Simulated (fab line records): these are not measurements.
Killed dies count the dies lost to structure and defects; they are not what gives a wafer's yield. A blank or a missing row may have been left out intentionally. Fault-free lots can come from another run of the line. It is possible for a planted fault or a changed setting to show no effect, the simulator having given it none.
fab line records ; flow sky130 ; part 1 of 2: steps 1 to 25 of 37
[record] lots = 5; wafers = 15; lastDay = 47
route steps=708 shown VIA2@520 METAL3@532 CAPM@537
lots with no fault: from the same line, run without faults
startH: hours from the record's first day to the start of the lot's first wafer shown ; waitH: hours since the lot's step before ; " unchanged from the row above ; L1.1+2: several wafers, shown together as one row ; - no value present, or no start provided ; * or withheld: withheld ; < > ~ a bound
route shown NAME@n: names a module that has steps shown in the file, with the first one's number in the route ; usual: mean and standard deviation over wafers with no fault ; same: alike in all rows ; chamber/n: place in a boat ; sites: the reading at each site ; _std_site: standard deviation of those values ; _edge_site: inner sites' mean taken away from outer sites' mean ; radiusMm: how far each site lies from the wafer's centre ; mask NAME#n: copy n ; behind: the last tool/chamber to shape the wafer ; hold: why the lot went on hold/how many hours it stayed there/how the hold came to an end ; device: which transistor (n, p or np) failed to switch ; end of line: tests run on the same wafers once the route is complete ; a step without rows: its recipe alone ; killed: count of dies lost to structure and defects at first sort (not the wafer's yield) ; map: a wafer's dies, marking killed ones x, the rest . and places with no die _
set.NAME: the run value of the setting; set.NAME@STEP: its run value at that earlier step ; model.NAME: the simulator's own value behind a step, which no gauge read
lots at selected steps of the route; one table per step, one row per wafer
services: when a tool's chamber went out of use (startH, in hours from the record's first day, below 0 if earlier), for how many hours, and the reason
[[steps]]
[step SKY_VIA2_OVL_MEAS_13]
[usual] VIA2_OVL = -3/5.9
lot.wafer;tool;chamber;startH;waitH;VIA2_OVL[nm]
L076.1;overlay-02;-;864.20;0.1;3
L076.2;overlay-02;-;864.20;0.1;3
L076.5;overlay-02;-;864.20;0.1;7
L078.2;overlay-02;-;881.96;0.1;-11
L078.3;overlay-02;-;881.96;0.1;-5
L078.6;overlay-02;-;881.96;0.1;-2
L080.1;overlay-01;-;896.67;0.1;-12
L080.2;overlay-01;-;896.67;0.1;-7
L080.3;overlay-01;-;896.67;0.1;-11
L081.4;overlay-01;-;898.97;0.1;-10
L081.5;overlay-01;-;898.97;0.1;3
L081.6;overlay-01;-;898.97;0.1;-3
L083.3;overlay-01;-;915.22;0.1;5
L083.4;overlay-01;-;915.22;0.1;2
L083.5;overlay-01;-;915.22;0.1;3
[step SKY_VIA2_ETCH_14]
[recipe] chemistry = N2/H2; target = BARC; ionEnergyEv = 200; sourceW = 500; biasW = 100; pressureMtorr = 30; n2FlowSccm = 100; h2FlowSccm = 200; stopOn = SiO2; timeS = 45.9; targetDepthA = 600
[usual] chamberPressureMTorr = 30.000/0.028; drypumpMotorCurrentA = 5.9/0.32; oesProductAu = 0.854/0.005; throttleValvePct = 13.225/0.0091
lot.wafer;tool;chamber;startH;waitH;chamberPressureMTorr;drypumpMotorCurrentA;oesProductAu;rfHoursCounterH;throttleValvePct
L076.1;rieDiel-03;2;864.24;0.0;30.019;6.3;0.853;18;13.209
L076.2;rieDiel-03;1;864.24;0.0;29.998;6.2;0.850;14;13.229
L076.5;rieDiel-03;2;864.24;0.0;30.047;6.4;0.848;-;13.224
L078.2;rieDiel-03;3;881.99;0.0;29.957;6.0;0.861;23;13.219
L078.3;rieDiel-03;2;881.99;0.0;30.018;6.4;0.855;19;13.235
L078.6;rieDiel-03;0;881.99;0.0;30.017;5.8;0.857;-;13.226
L080.1;rieDiel-02;2;896.71;0.0;29.990;5.8;0.864;21;13.225
L080.2;rieDiel-02;1;896.71;0.0;29.970;5.8;0.855;5;13.222
L080.3;rieDiel-02;3;896.71;0.0;29.997;6.5;0.864;10;13.206
L081.4;rieDiel-04;1;898.99;0.0;29.977;5.9;0.851;14;13.233
L081.5;rieDiel-04;0;898.99;0.0;30.005;5.4;0.851;-;13.224
L081.6;rieDiel-04;1;898.99;0.0;29.987;5.9;0.858;-;13.209
L083.3;rieDiel-04;1;915.24;0.0;30.027;5.9;0.858;14;13.228
L083.4;rieDiel-04;3;915.24;0.0;29.921;5.4;0.848;12;13.224
L083.5;rieDiel-04;1;915.24;0.0;30.009;5.9;0.849;-;13.223
[step SKY_VIA2_ETCH_15]
[recipe] target = SiO2; chemistry = C4F8/O2/Ar; targetDepthNm = 546; stopOn = TiN; maskMaterial = KrF-thick; sourceW = 1500; biasW = 1200; pressureMtorr = 40; c4f8FlowSccm = withheld; O2_flow_sccm = 6; Ar_flow_sccm = 300; timeS = 84
[usual] chamberPressureMTorr = 40.00/0.033; oesProductAu = 0.940/0.0047
lot.wafer;tool;chamber;startH;waitH;chamberPressureMTorr;oesProductAu;rfHoursCounterH
L076.1;rieDiel-03;2;864.30;0.0;40.01;0.935;18
L076.2;rieDiel-03;1;864.30;0.0;39.98;0.943;14
L076.5;rieDiel-03;2;864.30;0.0;40.02;0.935;-
L078.2;rieDiel-03;3;882.03;0.0;40.01;0.937;23
L078.3;rieDiel-03;2;882.03;0.0;40.06;0.934;19
L078.6;rieDiel-03;0;882.03;0.0;39.96;0.942;-
L080.1;rieDiel-02;2;896.75;0.0;40.01;0.938;21
L080.2;rieDiel-02;1;896.75;0.0;39.94;0.932;5
L080.3;rieDiel-02;3;896.75;0.0;40.02;0.938;10
L081.4;rieDiel-04;1;899.03;0.0;39.95;0.938;14
L081.5;rieDiel-04;0;899.03;0.0;39.93;0.945;-
L081.6;rieDiel-04;1;899.03;0.0;39.96;0.946;-
L083.3;rieDiel-04;1;915.28;0.0;40.02;0.939;14
L083.4;rieDiel-04;3;915.28;0.0;39.99;0.926;12
L083.5;rieDiel-04;1;915.28;0.0;40.04;0.938;-
[step SKY_VIA2_STRIP_16]
[recipe] chemistry = O2/N2; powerW = 1400; pressureMtorr = 1500; platenTempC = withheld; o2FlowSccm = 3000; n2FlowSccm = 300; overashFraction = 0.5
[usual] chamberPressureMTorr = 1500.2/1.4; drypumpMotorCurrentA = 6.05/0.29; oesProductAu = 0.400/0.0045; stripTimeToEndpointS = 4.066/0.028
lot.wafer;tool;chamber;startH;waitH;chamberPressureMTorr;drypumpMotorCurrentA;oesProductAu;rfHoursCounterH;stripTimeToEndpointS
L076.1;plasmaAsher-01;0;864.40;0.1;1499.4;6.45;0.404;99;4.110
L076.2;plasmaAsher-01;1;864.40;0.1;1500.1;6.30;0.397;99;4.064
L076.5;plasmaAsher-01;0;864.40;0.1;1501.9;6.42;0.398;-;4.119
L078.2;plasmaAsher-01;0;882.09;0.0;1502.2;6.44;0.396;102;4.088
L078.3;plasmaAsher-01;1;882.09;0.0;1501.5;6.29;0.393;-;4.075
L078.6;plasmaAsher-01;0;882.09;0.0;1501.2;6.44;0.398;-;4.017
L080.1;plasmaAsher-03;0;896.81;0.0;1498.5;5.90;0.403;48;4.091
L080.2;plasmaAsher-03;1;896.81;0.0;1499.2;6.17;0.413;48;4.112
L080.3;plasmaAsher-03;1;896.81;0.0;1502.3;6.18;0.403;-;4.080
L081.4;plasmaAsher-04;1;899.13;0.1;1497.5;5.56;0.395;-;4.015
L081.5;plasmaAsher-04;1;899.13;0.1;1498.2;5.55;0.397;-;4.069
L081.6;plasmaAsher-04;0;899.13;0.1;1501.7;5.94;0.399;-;3.998
L083.3;plasmaAsher-04;1;915.38;0.1;1500.3;5.56;0.405;-;4.063
L083.4;plasmaAsher-04;0;915.38;0.1;1499.6;5.94;0.405;-;4.082
L083.5;plasmaAsher-04;0;915.38;0.1;1500.1;5.94;0.396;-;4.041
[step SKY_VIA2_STRIP_17]
[recipe] chemistry = postEtchResidueRemover; timeS = 1200; tempC = 72.5
lot.wafer;tool;chamber;startH;waitH
L076.1+2+5;wetBench-01;1;864.50;0.1
L078.2+3+6;wetBench-02;2;882.19;0.1
L080.1+2+3;wetBench-01;0;896.91;0.1
L081.4+5+6;wetBench-02;0;899.20;0.0
L083.3+4+5;wetBench-02;1;915.44;0.0
[step SKY_VIA2_CLEAN_18]
[recipe] chemistry = IPA; timeS = 180; tempC = 25
lot.wafer;tool;chamber;startH;waitH
L076.1+2+5;wetBench-02;1;865.24;0.0
L078.2+3+6;wetBench-01;3;882.54;0.0
L080.1+2+3;wetBench-01;0;897.26;0.0
L081.4+5+6;wetBench-01;2;899.54;0.0
L083.3+4+5;wetBench-01;1;915.79;0.0
[step SKY_VIA2_CLEAN_19]
[recipe] chemistry = O3/DIW; dry = n2Spin
lot.wafer;tool;chamber;startH;waitH
L076.1+2+5;wetBench-01;0;865.30;0.0
L078.2+3+6;wetBench-04;3;882.59;0.0
L080.1+2+3;wetBench-01;3;897.31;0.0
L081.4+5+6;wetBench-01;3;899.60;0.0
L083.3+4+5;wetBench-04;3;915.84;0.0
[step SKY_VIA2_SPUTTER_20]
[recipe] material = TiN; targetThkNm = 20; chamberPressurePa = 5; powerW = 4000; timeS = 80
[usual] throttleValvePct = 29.8/1.1
lot.wafer;tool;chamber;startH;waitH;throttleValvePct
L076.1;pvdSputter-03;-;865.50;0.0;28.9
L076.2;pvdSputter-03;-;865.50;0.0;31.8
L076.5;pvdSputter-03;-;865.50;0.0;29.7
L078.2;pvdSputter-04;-;882.69;0.0;31.3
L078.3;pvdSputter-04;-;882.69;0.0;29.1
L078.6;pvdSputter-04;-;882.69;0.0;30.1
L080.1;pvdSputter-04;-;897.41;0.0;29.8
L080.2;pvdSputter-04;-;897.41;0.0;29.0
L080.3;pvdSputter-04;-;897.41;0.0;31.8
L081.4;pvdSputter-03;-;899.69;0.0;29.1
L081.5;pvdSputter-03;-;899.69;0.0;29.0
L081.6;pvdSputter-03;-;899.69;0.0;31.8
L083.3;pvdSputter-03;-;915.94;0.0;29.0
L083.4;pvdSputter-03;-;915.94;0.0;29.5
L083.5;pvdSputter-03;-;915.94;0.0;29.3
[step SKY_VIA2_CVD_21]
[recipe] material = W; targetThkNm = 420; timeS = 126.4; tempC = 400; pressureTorr = 40
[usual] heaterPowerW = 882/130; susceptorTempC = 400.01/0.22
lot.wafer;tool;chamber;startH;waitH;heaterPowerW;susceptorTempC
L076.1;cvdW-02;1;865.56;0.0;756;400.00
L076.2;cvdW-02;0;865.56;0.0;1011;399.99
L076.5;cvdW-02;1;865.56;0.0;744;399.81
L078.2;cvdW-01;0;882.76;0.0;844;399.74
L078.3;cvdW-01;0;882.76;0.0;840;399.62
L078.6;cvdW-01;1;882.76;0.0;1114;399.81
L080.1;cvdW-01;0;897.47;0.0;817;400.01
L080.2;cvdW-01;1;897.47;0.0;1117;400.19
L080.3;cvdW-01;0;897.47;0.0;840;400.16
L081.4;cvdW-01;0;899.79;0.1;802;399.99
L081.5;cvdW-01;1;899.79;0.1;1119;400.00
L081.6;cvdW-01;0;899.79;0.1;851;399.58
L083.3;cvdW-02;0;916.05;0.1;1007;400.15
L083.4;cvdW-02;1;916.05;0.1;736;400.22
L083.5;cvdW-02;1;916.05;0.1;737;400.04
[step SKY_VIA2_RS_MEAS_22]
[recipe] thkMeasGauge = four-point-probe; reads = W_of_VIA2_CVD_21+TiN_of_VIA2_SPUTTER_20
[usual] VIA2_W_RS = 0.2742/0.0028
lot.wafer;tool;chamber;startH;waitH;VIA2_W_RS[ohm/sq]
L076.1;filmMetro-04;-;865.69;0.1;0.2740
L076.2;filmMetro-04;-;865.69;0.1;0.2698
L076.5;filmMetro-04;-;865.69;0.1;0.2725
L078.2;filmMetro-04;-;882.91;0.1;0.2751
L078.3;filmMetro-04;-;882.91;0.1;0.2743
L078.6;filmMetro-04;-;882.91;0.1;0.2726
L080.1;filmMetro-03;-;897.60;0.1;0.2723
L080.2;filmMetro-03;-;897.60;0.1;0.2721
L080.3;filmMetro-03;-;897.60;0.1;0.2729
L081.4;filmMetro-02;-;899.94;0.1;0.2666
L081.5;filmMetro-02;-;899.94;0.1;0.2730
L081.6;filmMetro-02;-;899.94;0.1;0.2699
L083.3;filmMetro-03;-;916.18;0.1;0.2721
L083.4;filmMetro-03;-;916.18;0.1;0.2731
L083.5;filmMetro-03;-;916.18;0.1;0.2782
[step SKY_VIA2_THK_MEAS_23]
[recipe] thkMeasGauge = xrf; reads = W_of_VIA2_CVD_21
[usual] VIA2_W_THK = 420/5.8
lot.wafer;tool;chamber;startH;waitH;VIA2_W_THK[nm]
L076.1;filmMetro-04;-;865.81;0.1;424
L076.2;filmMetro-04;-;865.81;0.1;429
L076.5;filmMetro-04;-;865.81;0.1;426
L078.2;filmMetro-04;-;883.02;0.1;421
L078.3;filmMetro-04;-;883.02;0.1;425
L078.6;filmMetro-04;-;883.02;0.1;426
L080.1;filmMetro-03;-;897.72;0.1;430
L080.2;filmMetro-03;-;897.72;0.1;428
L080.3;filmMetro-03;-;897.72;0.1;429
L081.4;filmMetro-02;-;900.03;0.1;425
L081.5;filmMetro-02;-;900.03;0.1;413
L081.6;filmMetro-02;-;900.03;0.1;418
L083.3;filmMetro-03;-;916.28;0.1;428
L083.4;filmMetro-03;-;916.28;0.1;427
L083.5;filmMetro-03;-;916.28;0.1;421
[step SKY_VIA2_CMP_24]
[recipe] stopOn = SiO2; tOverpolishS = 20; downForcePsi = 3.5; platenRpm = 60; targetThkNm = 0; padVelocityMS = 0.94248
[usual] motorCurrentA = 11.7/0.85; overpolishRunS = 20.000/0.0085; slurryFlowMlMin = 150.0/0.47; timeToEndpointS = 101/4.3
lot.wafer;tool;chamber;startH;waitH;motorCurrentA;overpolishRunS;slurryFlowMlMin;timeToEndpointS
L076.2;cmp-02;2;865.92;0.1;12.2;19.993;149.3;101
L076.1;cmp-02;3;865.92;0.1;13.1;20.000;149.2;99
L076.5;cmp-02;2;865.92;0.1;11.6;20.000;150.1;103
L078.2;cmp-02;3;883.17;0.1;12.4;19.997;149.8;99
L078.3;cmp-02;0;883.17;0.1;11.1;19.987;149.5;99
L078.6;cmp-02;2;883.17;0.1;11.5;20.008;149.8;103
L080.3;cmp-02;0;897.78;0.0;11.4;20.005;149.5;103
L080.1;cmp-02;1;897.78;0.0;10.4;19.997;150.2;108
L080.2;cmp-02;2;897.78;0.0;12.5;19.988;149.3;104
L081.4;cmp-01;1;900.06;0.0;12.4;19.999;149.8;107
L081.5;cmp-01;1;900.06;0.0;12.1;20.002;149.1;106
L081.6;cmp-01;2;900.06;0.0;11.3;19.987;150.0;111
L083.3;cmp-02;3;916.32;0.0;12.2;20.006;150.0;100
L083.4;cmp-02;2;916.32;0.0;12.0;20.006;150.0;98
L083.5;cmp-02;0;916.32;0.0;11.3;20.007;149.9;99
[step SKY_METAL3_SPUTTER_00]
[recipe] material = Ti; targetThkNm = 15; powerW = 3000; timeS = 10; chamberPressurePa = 0.4
[usual] throttleValvePct = 29.9/0.86
lot.wafer;tool;chamber;startH;waitH;throttleValvePct
L076.1;pvdSputter-01;-;866.17;0.1;29.3
L076.2;pvdSputter-01;-;866.17;0.1;29.5
L076.5;pvdSputter-01;-;866.17;0.1;29.1
L078.2;pvdSputter-03;-;883.37;0.1;29.4
L078.3;pvdSputter-03;-;883.37;0.1;28.6
L078.6;pvdSputter-03;-;883.37;0.1;29.3
L080.1;pvdSputter-04;-;898.08;0.2;29.9
L080.2;pvdSputter-04;-;898.08;0.2;30.2
L080.3;pvdSputter-04;-;898.08;0.2;31.7
L081.4;pvdSputter-04;-;900.36;0.2;31.7
L081.5;pvdSputter-04;-;900.36;0.2;29.7
L081.6;pvdSputter-04;-;900.36;0.2;30.4
L083.3;pvdSputter-04;-;916.62;0.2;30.1
L083.4;pvdSputter-04;-;916.62;0.2;31.5
L083.5;pvdSputter-04;-;916.62;0.2;30.3
[step SKY_METAL3_SPUTTER_01]
[recipe] material = TiN; targetThkNm = 20; powerW = 6500; timeS = 16.7; chamberPressurePa = 0.4
[usual] throttleValvePct = 29.9/0.88
lot.wafer;tool;chamber;startH;waitH;throttleValvePct
L076.1;pvdSputter-01;-;866.19;0.0;29.0
L076.2;pvdSputter-01;-;866.19;0.0;29.8
L076.5;pvdSputter-01;-;866.19;0.0;29.3
L078.2;pvdSputter-03;-;883.39;0.0;29.4
L078.3;pvdSputter-03;-;883.39;0.0;29.2
L078.6;pvdSputter-03;-;883.39;0.0;29.5
L080.1;pvdSputter-04;-;898.10;0.0;30.1
L080.2;pvdSputter-04;-;898.10;0.0;30.1
L080.3;pvdSputter-04;-;898.10;0.0;31.9
L081.4;pvdSputter-04;-;900.38;0.0;31.7
L081.5;pvdSputter-04;-;900.38;0.0;30.0
L081.6;pvdSputter-04;-;900.38;0.0;30.1
L083.3;pvdSputter-04;-;916.64;0.0;30.2
L083.4;pvdSputter-04;-;916.64;0.0;31.8
L083.5;pvdSputter-04;-;916.64;0.0;30.2
[step SKY_METAL3_SPUTTER_02]
[recipe] material = AlCu; targetThkNm = 735; powerW = 10900; timeS = 39.1; chamberPressurePa = 0.4
[usual] throttleValvePct = 29.9/0.87
lot.wafer;tool;chamber;startH;waitH;throttleValvePct
L076.1;pvdSputter-01;-;866.22;0.0;29.2
L076.2;pvdSputter-01;-;866.22;0.0;29.5
L076.5;pvdSputter-01;-;866.22;0.0;29.2
L078.2;pvdSputter-03;-;883.41;0.0;29.3
L078.3;pvdSputter-03;-;883.41;0.0;29.1
L078.6;pvdSputter-03;-;883.41;0.0;29.4
L080.1;pvdSputter-04;-;898.12;0.0;29.9
L080.2;pvdSputter-04;-;898.12;0.0;30.2
L080.3;pvdSputter-04;-;898.12;0.0;31.6
L081.4;pvdSputter-04;-;900.41;0.0;31.6
L081.5;pvdSputter-04;-;900.41;0.0;30.1
L081.6;pvdSputter-04;-;900.41;0.0;30.1
L083.3;pvdSputter-04;-;916.66;0.0;30.1
L083.4;pvdSputter-04;-;916.66;0.0;32.0
L083.5;pvdSputter-04;-;916.66;0.0;30.0
[step SKY_METAL3_SPUTTER_03]
[recipe] material = Ti; targetThkNm = 5; powerW = 3000; timeS = 3.3; chamberPressurePa = 0.4
[usual] throttleValvePct = 29.9/0.87
lot.wafer;tool;chamber;startH;waitH;throttleValvePct
L076.1;pvdSputter-01;-;866.26;0.0;29.0
L076.2;pvdSputter-01;-;866.26;0.0;29.4
L076.5;pvdSputter-01;-;866.26;0.0;29.2
L078.2;pvdSputter-03;-;883.45;0.0;29.7
L078.3;pvdSputter-03;-;883.45;0.0;29.1
L078.6;pvdSputter-03;-;883.45;0.0;29.4
L080.1;pvdSputter-04;-;898.16;0.0;29.9
L080.2;pvdSputter-04;-;898.16;0.0;30.0
L080.3;pvdSputter-04;-;898.16;0.0;31.8
L081.4;pvdSputter-04;-;900.45;0.0;31.6
L081.5;pvdSputter-04;-;900.45;0.0;29.9
L081.6;pvdSputter-04;-;900.45;0.0;29.7
L083.3;pvdSputter-04;-;916.70;0.0;30.2
L083.4;pvdSputter-04;-;916.70;0.0;31.7
L083.5;pvdSputter-04;-;916.70;0.0;29.9
[step SKY_METAL3_SPUTTER_04]
[recipe] material = TiN; targetThkNm = 70; powerW = 6500; timeS = 58.3; chamberPressurePa = 0.4
[usual] throttleValvePct = 30.0/0.88
lot.wafer;tool;chamber;startH;waitH;throttleValvePct
L076.1;pvdSputter-01;-;866.28;0.0;29.4
L076.2;pvdSputter-01;-;866.28;0.0;29.9
L076.5;pvdSputter-01;-;866.28;0.0;29.4
L078.2;pvdSputter-03;-;883.47;0.0;29.6
L078.3;pvdSputter-03;-;883.47;0.0;29.3
L078.6;pvdSputter-03;-;883.47;0.0;29.4
L080.1;pvdSputter-04;-;898.18;0.0;29.9
L080.2;pvdSputter-04;-;898.18;0.0;30.2
L080.3;pvdSputter-04;-;898.18;0.0;31.7
L081.4;pvdSputter-04;-;900.47;0.0;31.6
L081.5;pvdSputter-04;-;900.47;0.0;30.0
L081.6;pvdSputter-04;-;900.47;0.0;30.1
L083.3;pvdSputter-04;-;916.72;0.0;30.0
L083.4;pvdSputter-04;-;916.72;0.0;31.6
L083.5;pvdSputter-04;-;916.72;0.0;30.4
[step SKY_CAPM_CVD_00]
[recipe] material = SiO2; targetThkNm = 15.5; tempC = 400; timeS = withheld; rfW = 450
[usual] heaterPowerW = 759/68; susceptorTempC = 400.01/0.24
lot.wafer;tool;chamber;startH;waitH;heaterPowerW;susceptorTempC
L076.1;pecvd-02;0;866.33;0.0;797;399.97
L076.2;pecvd-02;2;866.33;0.0;807;399.67
L076.5;pecvd-02;1;866.33;0.0;712;400.33
L078.2;pecvd-03;2;883.52;0.0;704;399.80
L078.3;pecvd-03;0;883.52;0.0;869;400.07
L078.6;pecvd-03;1;883.52;0.0;868;400.07
L080.1;pecvd-02;0;898.23;0.0;742;399.89
L080.2;pecvd-02;2;898.23;0.0;701;399.67
L080.3;pecvd-02;1;898.23;0.0;749;400.15
L081.4;pecvd-04;0;900.53;0.0;845;399.70
L081.5;pecvd-04;2;900.53;0.0;781;399.91
L081.6;pecvd-04;1;900.53;0.0;727;399.53
L083.3;pecvd-03;2;916.77;0.0;682;400.16
L083.4;pecvd-03;0;916.77;0.0;822;400.17
L083.5;pecvd-03;1;916.77;0.0;771;400.39
[step SKY_CAPM_THK_MEAS_01]
[recipe] reads = SiO2_of_CAPM_CVD_00
[usual] CAPM_CVD_00_THK = 15.54/0.24
lot.wafer;tool;chamber;startH;waitH;CAPM_CVD_00_THK[nm]
L076.1;filmMetro-03;-;866.35;-;15.03
L076.2;filmMetro-03;-;866.35;-;15.31
L076.5;filmMetro-03;-;866.35;-;15.95
L078.2;filmMetro-03;-;883.55;-;15.89
L078.3;filmMetro-03;-;883.55;-;15.56
L078.6;filmMetro-03;-;883.55;-;16.12
L080.1;filmMetro-04;-;898.25;-;15.44
L080.2;filmMetro-04;-;898.25;-;15.60
L080.3;filmMetro-04;-;898.25;-;15.57
L081.4;filmMetro-04;-;900.57;-;15.61
L081.5;filmMetro-04;-;900.57;-;15.33
L081.6;filmMetro-04;-;900.57;-;15.61
L083.3;filmMetro-04;-;916.81;-;15.27
L083.4;filmMetro-04;-;916.81;-;15.65
L083.5;filmMetro-04;-;916.81;-;16.12
[step SKY_CAPM_SPUTTER_02]
[recipe] material = TiN; targetThkNm = 200; tempC = 300; powerW = 6500; timeS = 166.7; chamberPressurePa = 0.4
[usual] susceptorTempC = 300.00/0.21; throttleValvePct = 29.5/0.85
lot.wafer;tool;chamber;startH;waitH;susceptorTempC;throttleValvePct
L076.1;pvdSputter-02;-;866.41;0.1;299.94;30.2
L076.2;pvdSputter-02;-;866.41;0.1;300.04;28.7
L076.5;pvdSputter-02;-;866.41;0.1;300.34;28.7
L078.2;pvdSputter-02;-;883.60;0.0;299.78;28.7
L078.3;pvdSputter-02;-;883.60;0.0;299.74;28.4
L078.6;pvdSputter-02;-;883.60;0.0;300.16;30.7
L080.1;pvdSputter-01;-;898.31;0.1;299.92;29.5
L080.2;pvdSputter-01;-;898.31;0.1;300.18;29.0
L080.3;pvdSputter-01;-;898.31;0.1;300.09;29.5
L081.4;pvdSputter-01;-;900.60;0.0;299.65;29.9
L081.5;pvdSputter-01;-;900.60;0.0;299.79;29.5
L081.6;pvdSputter-01;-;900.60;0.0;299.87;30.2
L083.3;pvdSputter-02;-;916.85;0.0;299.93;30.3
L083.4;pvdSputter-02;-;916.85;0.0;299.91;28.4
L083.5;pvdSputter-02;-;916.85;0.0;300.01;28.4
[step SKY_CAPM_RS_MEAS_03]
[recipe] thkMeasGauge = four-point-probe; reads = TiN_of_CAPM_SPUTTER_02
[usual] CAPM_TIN_RS = 6.89/0.064
lot.wafer;tool;chamber;startH;waitH;CAPM_TIN_RS[ohm/sq]
L076.1;filmMetro-01;-;866.52;0.1;6.95
L076.2;filmMetro-01;-;866.52;0.1;6.91
L076.5;filmMetro-01;-;866.52;0.1;6.94
L078.2;filmMetro-01;-;883.73;0.1;6.84
L078.3;filmMetro-01;-;883.73;0.1;6.83
L078.6;filmMetro-01;-;883.73;0.1;6.85
L080.1;filmMetro-01;-;898.42;0.1;6.94
L080.2;filmMetro-01;-;898.42;0.1;6.94
L080.3;filmMetro-01;-;898.42;0.1;7.02
L081.4;filmMetro-01;-;900.77;0.1;6.98
L081.5;filmMetro-01;-;900.77;0.1;6.98
L081.6;filmMetro-01;-;900.77;0.1;6.99
L083.3;filmMetro-01;-;917.00;0.1;6.85
L083.4;filmMetro-01;-;917.00;0.1;6.89
L083.5;filmMetro-01;-;917.00;0.1;6.92
[step SKY_CAPM_THK_MEAS_04]
[recipe] thkMeasGauge = xrf; reads = TiN_of_CAPM_SPUTTER_02
[usual] CAPM_TIN_THK = 202.4/2
lot.wafer;tool;chamber;startH;waitH;CAPM_TIN_THK[nm]
L076.1;filmMetro-01;-;866.64;0.1;202.1
L076.2;filmMetro-01;-;866.64;0.1;202.2
L076.5;filmMetro-01;-;866.64;0.1;200.8
L078.2;filmMetro-01;-;883.84;0.1;204.5
L078.3;filmMetro-01;-;883.84;0.1;204.6
L078.6;filmMetro-01;-;883.84;0.1;204.7
L080.1;filmMetro-01;-;898.54;0.1;200.5
L080.2;filmMetro-01;-;898.54;0.1;201.9
L080.3;filmMetro-01;-;898.54;0.1;198.7
L081.4;filmMetro-01;-;900.86;0.1;198.4
L081.5;filmMetro-01;-;900.86;0.1;199.9
L081.6;filmMetro-01;-;900.86;0.1;199.6
L083.3;filmMetro-01;-;917.10;0.1;203.2
L083.4;filmMetro-01;-;917.10;0.1;202.3
L083.5;filmMetro-01;-;917.10;0.1;201.1
[step SKY_CAPM_DEHYDRATE_05]
[recipe] tempC = 200; timeS = 60
lot.wafer;tool;chamber;startH;waitH
L076.1+2+5;lithoTrack-04;0;878.15;11.5
L078.2+3+6;lithoTrack-02;0;896.01;12.2
L080.1+2+3;lithoTrack-02;0;910.74;12.2
L081.4+5+6;lithoTrack-01;0;913.18;12.3
L083.3+4+5;lithoTrack-02;0;927.34;10.2
[step SKY_CAPM_HMDS_06]
[recipe] primeTimeS = 60; primeTempC = 120
lot.wafer;tool;chamber;startH;waitH
L076.1+2+5;lithoTrack-04;0;878.30;0.1
L078.2+3+6;lithoTrack-02;0;896.16;0.1
L080.1+2+3;lithoTrack-02;0;910.89;0.1
L081.4+5+6;lithoTrack-01;0;913.33;0.1
L083.3+4+5;lithoTrack-02;0;927.49;0.1
[step SKY_CAPM_COAT_07]
[recipe] resist = NOVOLAK; spinRpm = 3000; resistThkNm = 1140
[usual] dispensePressureKPa = 50.4/2.6
lot.wafer;tool;chamber;startH;waitH;dispensePressureKPa
L076.1;lithoTrack-04;0;878.45;0.1;53.4
L076.2;lithoTrack-04;0;878.45;0.1;53.4
L076.5;lithoTrack-04;0;878.45;0.1;53.4
L078.2;lithoTrack-02;0;896.31;0.1;47.3
L078.3;lithoTrack-02;0;896.31;0.1;47.3
L078.6;lithoTrack-02;0;896.31;0.1;47.4
L080.1;lithoTrack-02;0;911.04;0.1;47.3
L080.2;lithoTrack-02;0;911.04;0.1;47.3
L080.3;lithoTrack-02;0;911.04;0.1;47.3
L081.4;lithoTrack-01;0;913.48;0.1;49.9
L081.5;lithoTrack-01;0;913.48;0.1;50.0
L081.6;lithoTrack-01;0;913.48;0.1;50.0
L083.3;lithoTrack-02;0;927.64;0.1;47.3
L083.4;lithoTrack-02;0;927.64;0.1;47.3
L083.5;lithoTrack-02;0;927.64;0.1;47.3
